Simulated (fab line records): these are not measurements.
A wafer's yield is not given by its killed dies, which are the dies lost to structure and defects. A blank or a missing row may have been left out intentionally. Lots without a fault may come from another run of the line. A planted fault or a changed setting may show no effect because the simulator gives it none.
fab line records	flow sky130
record lots=24	wafers=72	last-day=50
route steps=708 shown FIELD_ISO@5 VT_ADJUST_NCORE@126 SONOS_TUNNEL@162 VIA4@659
lots that met no fault: from a run of the same line without faults
start-h: the number of hours between the record's first day and the start of the first shown wafer of the lot	wait-h: hours since the lot's step before	" repeats the value in the row above	L1.1+2: several wafers, shown together as one row	- no value present, or no start provided	* or withheld: withheld	< > ~ a bound
route shown NAME@n: names a module that has steps shown in the file, with the first one's number in the route	usual: mean/standard deviation of fault-free wafers	same: alike in all rows	chamber/n: place in a boat	sites: each site's reading	_std_site: standard deviation across them	_edge_site: mean of outer sites minus mean of inner sites	radius-mm: for every site, how far away it sits from the centre of the wafer	mask NAME#n: copy n	behind: tool/chamber where the wafer was last shaped	hold: why the lot went on hold/how many hours it stayed there/how the hold came to an end	device: transistor that didn't switch, given as n, p or np	end of line: the route-end tests of the same wafers	where a step has no rows: the recipe by itself	killed: dies lost to structure and defects at the first sort, not the wafer's yield	map: shows each die of a wafer: x if killed, . if not, _ if none is there
set.NAME: setting as actually run; set.NAME@STEP: the setting as run at that earlier step	model.NAME: the simulator's own value behind a step, which no gauge read
a sample of lots followed through the steps of the route, with each step as a table and each wafer as a row
services: when a tool's chamber went out of use (start-h, in hours from the record's first day, below 0 if earlier), for how many hours, and the reason
## steps
# step SKY_FIELD_ISO_THK_MEAS_04
# recipe reads=Si3N4_of_FIELD_ISO_CVD_03
# usual FIELD_ISO_CVD_03_THK=164.4/1.3
lot.wafer	tool	chamber	start-h	wait-h	FIELD_ISO_CVD_03_THK[nm]
L074.1	film-metro-03	-	13.63	0.0	164.9
L074.3	"	-	"	"	164.0
L074.5	"	-	"	"	164.5
L075.2	film-metro-04	-	20.93	0.0	165.8
L075.3	"	-	"	"	166.1
L075.5	"	-	"	"	166.5
L076.1	film-metro-04	-	25.00	0.0	164.2
L076.3	"	-	"	"	163.4
L076.5	"	-	"	"	163.6
L077.3	film-metro-01	-	31.39	0.0	163.7
L077.4	"	-	"	"	164.0
L077.6	"	-	"	"	163.4
L078.2	film-metro-01	-	33.49	0.0	167.2
L078.4	"	-	"	"	166.0
L078.6	"	-	"	"	165.8
L079.1	film-metro-03	-	38.99	0.0	162.0
L079.5	"	-	"	"	162.7
L079.6	"	-	"	"	161.8
L080.3	film-metro-01	-	44.29	0.0	165.0
L080.4	"	-	"	"	164.4
L080.5	"	-	"	"	165.7
L081.1	film-metro-01	-	50.47	0.0	163.4
L081.2	"	-	"	"	164.2
L081.3	"	-	"	"	164.7
L082.1	film-metro-03	-	54.09	0.0	163.6
L082.3	"	-	"	"	163.9
L082.6	"	-	"	"	164.3
L083.2	film-metro-03	-	60.50	0.0	162.6
L083.5	"	-	"	"	164.3
L083.6	"	-	"	"	164.7
L084.1	film-metro-03	-	63.63	0.0	164.7
L084.2	"	-	"	"	164.4
L084.6	"	-	"	"	164.2
L085.2	film-metro-04	-	69.29	0.0	163.4
L085.3	"	-	"	"	163.6
L085.5	"	-	"	"	162.9
L086.1	film-metro-04	-	73.68	0.0	165.5
L086.4	"	-	"	"	163.6
L086.5	"	-	"	"	164.2
L087.1	film-metro-01	-	78.91	0.0	163.7
L087.5	"	-	"	"	162.8
L087.6	"	-	"	"	162.8
L088.1	film-metro-03	-	85.46	0.0	163.4
L088.3	"	-	"	"	161.5
L088.5	"	-	"	"	164.8
L089.1	film-metro-01	-	89.81	0.0	165.6
L089.2	"	-	"	"	164.9
L089.4	"	-	"	"	164.4
L090.1	film-metro-03	-	93.48	0.0	164.7
L090.3	"	-	"	"	165.0
L090.4	"	-	"	"	165.7
L091.1	film-metro-01	-	99.23	0.0	165.9
L091.2	"	-	"	"	166.4
L091.3	"	-	"	"	167.1
L092.2	film-metro-03	-	104.37	0.0	164.8
L092.3	"	-	"	"	164.9
L092.4	"	-	"	"	164.7
L093.1	film-metro-04	-	108.48	0.0	163.0
L093.2	"	-	"	"	164.7
L093.5	"	-	"	"	164.0
L094.1	film-metro-03	-	113.75	0.0	163.5
L094.3	"	-	"	"	163.4
L094.5	"	-	"	"	164.0
L096.2	film-metro-03	-	125.68	0.0	165.4
L096.3	"	-	"	"	165.4
L096.5	"	-	"	"	166.4
L095.3	film-metro-01	-	125.69	0.0	163.5
L095.4	"	-	"	"	162.9
L095.6	"	-	"	"	163.5
L097.4	film-metro-01	-	132.00	0.0	167.2
L097.5	"	-	"	"	166.3
L097.6	"	-	"	"	165.7
# step SKY_FIELD_ISO_ETCH_14
# recipe chemistry=N2/H2	target=BARC	ion-energy-ev=200	source-w=500	bias-w=100	pressure-mtorr=30	n2-flow-sccm=100	h2-flow-sccm=200	stop-on=SiO2	time-s=45.9	target-depth-a=600
# usual bias-w=100.0/0.3	drypump-motor-current-A=5.7/0.33	oes-product-au=0.854/0.0052	throttle-valve-pct=13.226/0.0088
lot.wafer	tool	chamber	start-h	wait-h	bias-w	drypump-motor-current-A	oes-product-au	rf-hours-counter-h	throttle-valve-pct
L074.1	rie-diel-01	0	28.09	0.1	100.0	5.5	0.847	146	13.227
L074.3	"	3	"	"	99.7	5.3	0.848	171	13.230
L074.5	"	0	"	"	99.7	5.5	0.856	-	13.228
L075.2	rie-diel-04	1	35.98	0.1	100.8	5.2	0.860	3	13.227
L075.3	"	3	"	"	100.0	5.9	0.846	1	13.221
L075.5	"	1	"	"	100.3	5.2	0.856	-	13.221
L076.1	rie-diel-02	1	40.35	0.1	99.6	6.1	0.851	156	13.226
L076.3	"	0	"	"	99.7	5.5	0.855	125	13.225
L076.5	"	3	"	"	100.1	5.6	0.853	-	13.211
L077.3	rie-diel-02	1	47.63	0.1	100.0	6.1	0.849	156	13.220
L077.4	"	0	"	"	100.0	5.5	0.847	125	13.222
L077.6	"	0	"	"	99.7	5.5	0.851	-	13.227
L078.2	rie-diel-04	3	49.33	0.1	100.0	5.9	0.855	1	13.222
L078.4	"	1	"	"	100.1	5.2	0.855	3	13.238
L078.6	"	0	"	"	100.1	5.5	0.854	-	13.226
L079.1	rie-diel-01	2	54.93	0.1	100.1	5.9	0.853	14	13.229
L079.5	"	2	"	"	100.1	5.8	0.845	-	13.232
L079.6	"	1	"	"	100.1	5.8	0.862	-	13.218
L080.3	rie-diel-02	0	60.05	0.1	100.6	5.5	0.848	125	13.230
L080.4	"	3	"	"	99.8	5.6	0.847	72	13.227
L080.5	"	1	"	"	100.0	6.1	0.852	-	13.213
L081.1	rie-diel-04	3	66.30	0.1	99.6	5.9	0.845	2	13.226
L081.2	"	0	"	"	99.8	5.5	0.855	141	13.228
L081.3	"	2	"	"	100.0	6.4	0.856	4	13.223
L082.1	rie-diel-01	1	70.57	0.1	100.1	5.8	0.857	75	13.224
L082.3	"	2	"	"	100.1	5.9	0.856	14	13.226
L082.6	"	2	"	"	100.0	5.8	0.855	-	13.227
L083.2	rie-diel-01	1	76.68	0.1	99.3	5.8	0.854	76	13.231
L083.5	"	0	"	"	99.6	5.5	0.852	-	13.247
L083.6	"	2	"	"	100.3	5.9	0.860	-	13.231
L084.1	rie-diel-01	2	80.15	0.1	99.5	5.9	0.855	15	13.218
L084.2	"	3	"	"	99.7	5.3	0.857	0	13.235
L084.6	"	0	"	"	99.8	5.5	0.852	-	13.227
L085.2	rie-diel-01	2	86.03	0.1	100.4	5.9	0.846	15	13.235
L085.3	"	1	"	"	100.1	5.9	0.853	76	13.223
L085.5	"	1	"	"	99.7	5.8	0.862	-	13.230
L086.1	rie-diel-02	2	90.63	0.1	100.3	5.3	0.854	105	13.219
L086.4	"	1	"	"	99.9	6.1	0.859	157	13.214
L086.5	"	3	"	"	99.8	5.6	0.858	-	13.228
L087.1	rie-diel-02	0	95.75	0.1	99.6	5.4	0.860	125	13.240
L087.5	"	1	"	"	99.7	6.1	0.858	-	13.230
L087.6	"	0	"	"	99.7	5.5	0.855	-	13.219
L088.1	rie-diel-02	0	102.88	0.1	100.0	5.5	0.848	126	13.233
L088.3	"	3	"	"	100.0	5.6	0.858	72	13.234
L088.5	"	0	"	"	100.4	5.4	0.858	-	13.222
L089.1	rie-diel-02	3	108.24	0.1	99.6	5.6	0.853	72	13.244
L089.2	"	2	"	"	100.4	5.3	0.849	105	13.211
L089.4	"	0	"	"	100.1	5.5	0.847	126	13.223
L090.1	rie-diel-04	2	111.88	0.1	99.8	6.4	0.849	6	13.227
L090.3	"	3	"	"	100.1	5.9	0.852	3	13.228
L090.4	"	0	"	"	100.5	5.5	0.850	142	13.234
L091.1	rie-diel-02	0	117.43	0.1	99.6	5.5	0.855	126	13.226
L091.2	"	1	"	"	100.0	6.1	0.855	157	13.223
L091.3	"	3	"	"	100.1	5.5	0.855	72	13.225
L092.2	rie-diel-04	0	123.24	0.1	99.7	5.5	0.858	142	13.232
L092.3	"	3	"	"	100.3	5.9	0.857	3	13.230
L092.4	"	2	"	"	99.4	6.4	0.853	6	13.223
L093.1	rie-diel-04	1	127.33	0.1	100.2	5.2	0.858	5	13.220
L093.2	"	3	"	"	100.1	5.9	0.845	3	13.222
L093.5	"	1	"	"	99.9	5.2	0.851	-	13.244
L094.1	rie-diel-02	2	132.35	0.1	100.4	5.3	0.846	105	13.222
L094.3	"	0	"	"	100.2	5.4	0.853	126	13.219
L094.5	"	0	"	"	99.9	5.4	0.860	-	13.221
L095.3	rie-diel-04	2	144.34	0.1	100.2	6.4	0.850	6	13.219
L095.4	"	3	"	"	99.2	5.9	0.847	3	13.220
L095.6	"	2	"	"	100.0	6.4	0.858	-	13.241
L096.2	rie-diel-01	2	145.59	0.1	100.4	5.9	0.852	16	13.224
L096.3	"	1	"	"	99.7	5.9	0.852	77	13.219
L096.5	"	3	"	"	100.4	5.3	0.854	-	13.228
L097.4	rie-diel-04	0	150.20	0.0	99.6	5.5	0.863	143	13.213
L097.5	"	2	"	"	100.0	6.3	0.851	-	13.231
L097.6	"	3	"	"	100.1	5.9	0.866	-	13.215
# step SKY_FIELD_ISO_CMP_27
# recipe stop-on=Si3N4	t-overpolish-s=16	down-force-psi=4	platen-rpm=60	target-thk-nm=457.8	pad-velocity-m-s=0.94248
# usual edge-zone-pressure-frac=1.000/0.0048	head-pressure-psi=3.999/0.0096	motor-current-A=11.0/1	overpolish-run-s=16.001/0.0082	time-to-endpoint-s=110/4.5
lot.wafer	tool	chamber	start-h	wait-h	edge-zone-pressure-frac	head-pressure-psi	motor-current-A	overpolish-run-s	time-to-endpoint-s
L074.1	cmp-01	1	33.13	0.0	0.989	4.004	12.8	15.984	114
L074.3	"	2	"	"	0.999	3.994	11.2	15.998	110
L074.5	"	1	"	"	0.995	3.988	13.2	15.998	110
L075.3	cmp-01	3	39.83	0.1	1.011	4.000	11.1	15.990	109
L075.2	"	0	"	"	0.990	3.976	10.4	15.991	114
L075.5	"	2	"	"	1.005	3.998	10.7	16.009	109
L076.3	cmp-02	2	44.60	0.1	1.000	3.993	9.5	16.006	119
L076.1	"	3	"	"	0.997	3.999	10.5	16.004	113
L076.5	"	0	"	"	1.000	3.994	10.3	16.005	113
L077.4	cmp-02	1	52.65	0.1	1.000	4.002	11.5	16.006	122
L077.3	"	2	"	"	0.990	3.999	9.7	15.991	123
L077.6	"	3	"	"	1.003	4.000	10.9	16.000	117
L078.4	cmp-02	3	53.25	0.1	1.001	4.002	11.0	15.999	117
L078.2	"	0	"	"	1.002	4.001	10.9	16.008	116
L078.6	"	2	"	"	0.995	4.000	9.8	15.992	121
L079.1	cmp-01	0	60.99	0.1	0.998	3.996	10.2	15.993	112
L079.6	"	3	"	"	1.002	4.002	11.5	16.004	107
L079.5	"	0	"	"	1.003	4.003	11.3	15.990	113
L080.4	cmp-01	3	64.77	0.1	1.008	4.010	11.4	16.001	103
L080.3	"	0	"	"	1.009	4.005	10.5	16.008	109
L080.5	"	2	"	"	1.003	3.999	11.2	16.000	107
L081.1	cmp-02	3	70.74	0.0	0.997	4.000	10.8	15.998	107
L081.3	"	0	"	"	0.993	4.001	10.3	15.997	106
L081.2	"	1	"	"	1.002	4.017	11.2	16.007	111
L082.1	cmp-01	0	73.98	0.0	1.002	3.982	9.7	15.995	117
L082.3	"	1	"	"	0.996	4.004	13.2	16.005	109
L082.6	"	0	"	"	1.002	3.996	10.1	16.004	110
L083.2	cmp-01	2	81.37	0.1	0.997	4.008	11.2	16.007	106
L083.5	"	1	"	"	0.992	4.005	13.4	16.001	107
L083.6	"	2	"	"	0.999	3.998	11.4	15.999	110
L084.2	cmp-01	1	84.20	0.0	1.003	3.995	12.3	16.001	107
L084.1	"	0	"	"	1.000	3.991	10.2	15.994	115
L084.6	"	2	"	"	1.001	3.996	11.1	16.001	108
L085.2	cmp-02	1	91.03	0.0	0.985	3.988	12.4	15.993	113
L085.3	"	2	"	"	0.992	4.006	9.6	16.000	114
L085.5	"	2	"	"	0.996	3.996	9.6	15.999	118
L086.1	cmp-02	1	94.55	0.1	1.002	4.020	11.8	15.991	105
L086.4	"	3	"	"	0.999	3.985	10.8	15.998	103
L086.5	"	0	"	"	1.006	4.010	10.6	16.016	106
L087.1	cmp-01	0	100.61	0.0	0.993	3.999	10.4	15.998	113
L087.5	"	0	"	"	0.996	3.983	9.8	16.016	115
L087.6	"	1	"	"	1.001	4.008	13.0	15.987	111
L088.1	cmp-01	3	106.34	0.1	1.007	4.008	10.9	15.999	110
L088.3	"	1	"	"	0.999	3.997	12.5	16.005	108
L088.5	"	3	"	"	1.002	4.015	10.7	15.999	106
L089.1	cmp-02	1	113.51	0.0	1.005	3.984	11.9	16.003	109
L089.2	"	2	"	"	1.003	3.986	9.7	15.994	111
L089.4	"	0	"	"	1.006	4.021	10.3	16.000	107
L090.4	cmp-01	3	120.49	0.0	0.998	4.010	11.1	16.005	101
L090.1	"	0	"	"	0.999	4.009	10.1	16.012	107
L090.3	"	2	"	"	0.997	3.995	11.0	16.006	104
L091.3	cmp-02	0	127.35	0.0	1.002	3.989	10.5	16.020	109
L091.1	"	2	"	"	1.002	3.998	9.6	16.001	113
L091.2	"	3	"	"	1.001	4.008	10.8	16.016	102
L092.2	cmp-01	0	131.50	0.0	1.000	3.978	10.3	15.996	114
L092.3	"	2	"	"	0.993	3.990	10.4	15.995	110
L092.4	"	3	"	"	1.005	3.987	10.8	16.007	111
L093.1	cmp-01	3	133.97	0.0	0.999	4.014	10.5	16.003	104
L093.2	"	0	"	"	1.003	3.997	10.6	15.996	110
L093.5	"	3	"	"	1.000	4.007	11.2	15.995	106
L094.1	cmp-01	3	140.37	0.0	1.010	4.003	10.6	15.996	109
L094.3	"	1	"	"	1.000	4.010	12.9	16.010	106
L094.5	"	0	"	"	1.001	3.996	10.3	16.003	109
L095.3	cmp-01	2	149.19	0.1	0.997	3.995	11.0	16.025	107
L095.4	"	3	"	"	1.000	3.993	11.1	15.996	105
L095.6	"	1	"	"	1.005	4.019	13.7	16.008	111
L096.3	cmp-01	3	150.69	0.1	1.008	4.005	10.7	15.999	105
L096.2	"	0	"	"	0.992	4.012	10.5	16.015	108
L096.5	"	2	"	"	1.004	4.004	11.2	15.994	105
L097.4	cmp-01	3	154.78	0.0	0.996	3.991	10.6	16.003	110
L097.5	"	3	"	"	1.001	4.004	11.3	16.005	111
L097.6	"	0	"	"	1.000	4.026	10.1	15.993	117
# step SKY_VT_ADJUST_NCORE_CD_MEAS_07
# recipe target-cd-nm=380
# usual cd-nm=381.7/2.8
lot.wafer	tool	chamber	start-h	wait-h	cd-nm
L074.1	cd-sem-01	-	181.42	0.1	382.8
L074.3	"	-	"	"	382.6
L074.5	"	-	"	"	385.0
L075.2	cd-sem-01	-	188.59	0.1	385.5
L075.3	"	-	"	"	382.3
L075.5	"	-	"	"	382.0
L076.1	cd-sem-02	-	197.98	0.1	377.5
L076.3	"	-	"	"	378.3
L076.5	"	-	"	"	378.5
L077.3	cd-sem-02	-	207.96	0.1	381.6
L077.4	"	-	"	"	381.7
L077.6	"	-	"	"	380.8
L078.2	cd-sem-01	-	209.65	0.1	381.4
L078.4	"	-	"	"	381.5
L078.6	"	-	"	"	384.1
L079.1	cd-sem-02	-	218.63	0.1	380.4
L079.5	"	-	"	"	383.5
L079.6	"	-	"	"	381.9
L080.3	cd-sem-01	-	223.87	0.1	377.7
L080.4	"	-	"	"	376.5
L080.5	"	-	"	"	376.7
L081.1	cd-sem-01	-	233.27	0.1	380.0
L081.2	"	-	"	"	379.1
L081.3	"	-	"	"	378.2
L082.1	cd-sem-01	-	233.68	0.1	381.1
L082.3	"	-	"	"	377.7
L082.6	"	-	"	"	377.2
L083.2	cd-sem-02	-	245.34	0.1	385.0
L083.5	"	-	"	"	384.4
L083.6	"	-	"	"	385.1
L084.1	cd-sem-01	-	248.78	0.1	381.3
L084.2	"	-	"	"	380.1
L084.6	"	-	"	"	379.1
L085.2	cd-sem-01	-	258.34	0.1	383.8
L085.3	"	-	"	"	383.0
L085.5	"	-	"	"	382.0
L086.1	cd-sem-02	-	266.57	0.1	380.9
L086.4	"	-	"	"	380.2
L086.5	"	-	"	"	381.8
L087.1	cd-sem-01	-	271.23	0.1	382.6
L087.5	"	-	"	"	383.9
L087.6	"	-	"	"	382.0
L088.1	cd-sem-01	-	280.92	0.1	379.7
L088.3	"	-	"	"	378.2
L088.5	"	-	"	"	380.1
L089.1	cd-sem-01	-	289.42	0.1	386.2
L089.2	"	-	"	"	385.8
L089.4	"	-	"	"	384.2
L090.1	cd-sem-01	-	301.77	0.1	384.4
L090.3	"	-	"	"	386.0
L090.4	"	-	"	"	386.9
L091.1	cd-sem-01	-	309.04	0.2	383.3
L091.2	"	-	"	"	382.4
L091.3	"	-	"	"	384.9
L092.2	cd-sem-02	-	317.14	0.1	384.5
L092.3	"	-	"	"	381.5
L092.4	"	-	"	"	383.2
L093.1	cd-sem-02	-	318.42	0.1	381.8
L093.2	"	-	"	"	382.0
L093.5	"	-	"	"	381.8
L094.1	cd-sem-01	-	326.17	0.1	380.8
L094.3	"	-	"	"	382.2
L094.5	"	-	"	"	384.2
L095.3	cd-sem-02	-	337.66	0.1	381.2
L095.4	"	-	"	"	378.4
L095.6	"	-	"	"	378.8
L096.2	cd-sem-01	-	340.59	0.1	384.6
L096.3	"	-	"	"	386.0
L096.5	"	-	"	"	384.8
L097.4	cd-sem-02	-	347.88	0.1	378.4
L097.5	"	-	"	"	381.5
L097.6	"	-	"	"	378.6
# step SKY_SONOS_TUNNEL_OVL_MEAS_08
# usual SONOS_TUNNEL_OVL=0.2/1.5
lot.wafer	tool	chamber	start-h	wait-h	SONOS_TUNNEL_OVL[nm]
L074.1	overlay-02	-	248.58	0.1	0.9
L074.3	"	-	"	"	0.8
L074.5	"	-	"	"	1.7
L075.2	overlay-01	-	256.79	0.1	-1.9
L075.3	"	-	"	"	-2.4
L075.5	"	-	"	"	-3.9
L076.1	overlay-01	-	267.45	0.1	1.2
L076.3	"	-	"	"	0.1
L076.5	"	-	"	"	0.7
L077.3	overlay-01	-	279.49	0.1	-1.3
L077.4	"	-	"	"	-1.5
L077.6	"	-	"	"	-1.7
L078.2	overlay-02	-	280.90	0.1	0.7
L078.4	"	-	"	"	1.4
L078.6	"	-	"	"	-0.2
L079.1	overlay-02	-	291.32	0.1	-0.5
L079.5	"	-	"	"	0.7
L079.6	"	-	"	"	0.8
L080.3	overlay-02	-	295.27	0.1	1.9
L080.4	"	-	"	"	0.3
L080.5	"	-	"	"	-0.2
L081.1	overlay-02	-	306.90	0.1	0.7
L081.2	"	-	"	"	1.1
L081.3	"	-	"	"	0.3
L082.1	overlay-01	-	307.20	0.1	-2.2
L082.3	"	-	"	"	-1.3
L082.6	"	-	"	"	-3.2
L083.2	overlay-02	-	320.15	0.1	0.3
L083.5	"	-	"	"	1.6
L083.6	"	-	"	"	-1.3
L084.1	overlay-02	-	322.75	0.1	1.9
L084.2	"	-	"	"	0.5
L084.6	"	-	"	"	1.3
L085.2	overlay-02	-	334.71	0.1	1.0
L085.3	"	-	"	"	1.6
L085.5	"	-	"	"	1.7
L086.1	overlay-02	-	344.74	0.1	1.1
L086.4	"	-	"	"	1.4
L086.5	"	-	"	"	0.3
L087.1	overlay-01	-	348.55	0.1	0.7
L087.5	"	-	"	"	-0.4
L087.6	"	-	"	"	-0.6
L088.1	overlay-02	-	361.50	0.1	1.1
L088.3	"	-	"	"	1.7
L088.5	"	-	"	"	1.4
L089.1	overlay-02	-	370.09	0.1	2.3
L089.2	"	-	"	"	0.8
L089.4	"	-	"	"	1.4
L090.1	overlay-01	-	384.18	0.1	0.1
L090.3	"	-	"	"	1.0
L090.4	"	-	"	"	0.9
L091.1	overlay-02	-	391.09	0.1	2.1
L091.2	"	-	"	"	1.6
L091.3	"	-	"	"	1.5
L092.2	overlay-01	-	402.30	0.1	-1.2
L092.3	"	-	"	"	-1.1
L092.4	"	-	"	"	-1.2
L093.1	overlay-01	-	403.53	0.1	-2.0
L093.2	"	-	"	"	-2.8
L093.5	"	-	"	"	0.1
L094.1	overlay-01	-	410.73	0.1	-1.6
L094.3	"	-	"	"	-0.1
L094.5	"	-	"	"	-2.1
L095.3	overlay-02	-	423.91	0.1	3.0
L095.4	"	-	"	"	0.3
L095.6	"	-	"	"	0.3
L096.2	overlay-01	-	427.26	0.1	-2.6
L096.3	"	-	"	"	-3.1
L096.5	"	-	"	"	-3.5
L097.4	overlay-02	-	436.16	0.1	-0.2
L097.5	"	-	"	"	-0.3
L097.6	"	-	"	"	-0.5
# step SKY_VIA4_THK_MEAS_20
# recipe thk-meas-gauge=xrf	reads=W_of_VIA4_CVD_18
# usual VIA4_W_THK=518/6.3
lot.wafer	tool	chamber	start-h	wait-h	VIA4_W_THK[nm]
L074.1	film-metro-04	-	1005.28	0.1	515
L074.3	"	-	"	"	512
L074.5	"	-	"	"	521
L075.2	film-metro-01	-	1008.92	0.1	525
L075.3	"	-	"	"	521
L075.5	"	-	"	"	531
L076.1	film-metro-01	-	1016.53	0.1	528
L076.3	"	-	"	"	525
L076.5	"	-	"	"	525
L077.3	film-metro-01	-	1036.38	0.1	511
L077.4	"	-	"	"	517
L077.6	"	-	"	"	512
L078.2	film-metro-01	-	1037.36	0.1	512
L078.4	"	-	"	"	524
L078.6	"	-	"	"	523
L079.1	film-metro-04	-	1040.80	0.1	515
L079.5	"	-	"	"	516
L079.6	"	-	"	"	503
L080.3	film-metro-04	-	1045.78	0.1	504
L080.4	"	-	"	"	516
L080.5	"	-	"	"	520
L081.1	film-metro-04	-	1050.97	0.1	510
L081.2	"	-	"	"	512
L081.3	"	-	"	"	511
L082.1	film-metro-01	-	1054.70	0.1	510
L082.3	"	-	"	"	521
L082.6	"	-	"	"	517
L083.2	film-metro-04	-	1066.30	0.1	507
L083.5	"	-	"	"	518
L083.6	"	-	"	"	510
L084.1	film-metro-04	-	1069.50	0.1	526
L084.2	"	-	"	"	523
L084.6	"	-	"	"	528
L085.2	film-metro-01	-	1076.60	0.1	523
L085.3	"	-	"	"	527
L085.5	"	-	"	"	513
L086.1	film-metro-04	-	1087.20	0.1	522
L086.4	"	-	"	"	525
L086.5	"	-	"	"	520
L087.1	film-metro-04	-	1089.98	0.1	524
L087.5	"	-	"	"	523
L087.6	"	-	"	"	526
L088.1	film-metro-01	-	1093.74	0.1	517
L088.3	"	-	"	"	515
L088.5	"	-	"	"	520
L089.1	film-metro-04	-	1104.87	0.1	526
L089.2	"	-	"	"	522
L089.4	"	-	"	"	522
L091.1	film-metro-04	-	1113.70	0.1	508
L091.2	"	-	"	"	522
L091.3	"	-	"	"	517
L090.1	film-metro-04	-	1116.69	0.1	515
L090.3	"	-	"	"	525
L090.4	"	-	"	"	514
L092.2	film-metro-04	-	1124.47	0.1	519
L092.3	"	-	"	"	510
L092.4	"	-	"	"	514
L093.1	film-metro-01	-	1129.14	0.1	528
L093.2	"	-	"	"	517
L093.5	"	-	"	"	523
L094.1	film-metro-01	-	1133.11	0.1	505
L094.3	"	-	"	"	506
L094.5	"	-	"	"	515
L095.3	film-metro-04	-	1135.63	0.1	518
L095.4	"	-	"	"	530
L095.6	"	-	"	"	518
L096.2	film-metro-01	-	1146.34	0.1	507
L096.3	"	-	"	"	513
L096.5	"	-	"	"	514
L097.4	film-metro-01	-	1146.98	0.1	520
L097.5	"	-	"	"	521
L097.6	"	-	"	"	508
## services
tool	chamber	start-h	hours	kind
cmp-01	-	11.16	17.1	pm
rie-diel-04	-	26.36	2.8	pm
cmp-01	-	29.55	2.3	repair
rie-diel-02	-	38.45	0.6	repair
rie-diel-04	2	52.34	5.3	repair
rie-diel-02	-	57.19	2.8	pm
cmp-02	-	64.00	4.0	pm
rie-diel-02	-	65.11	15.6	pm
rie-diel-01	3	66.76	-	clean
rie-diel-01	3	66.76	13.1	scheduled-down
rie-diel-01	3	66.76	13.1	vent-cycle
cmp-02	-	68.00	-	consumable-replace:conditioner
cmp-02	-	68.00	-	consumable-replace:pad
cmp-02	-	83.30	2.8	repair
cmp-02	-	130.12	5.7	pm
rie-diel-02	1	131.70	-	clean
rie-diel-02	1	131.70	12.9	scheduled-down
rie-diel-02	1	131.70	12.9	vent-cycle
rie-diel-04	-	134.78	0.1	repair
rie-diel-02	1	149.91	5.9	repair
## key
fault none
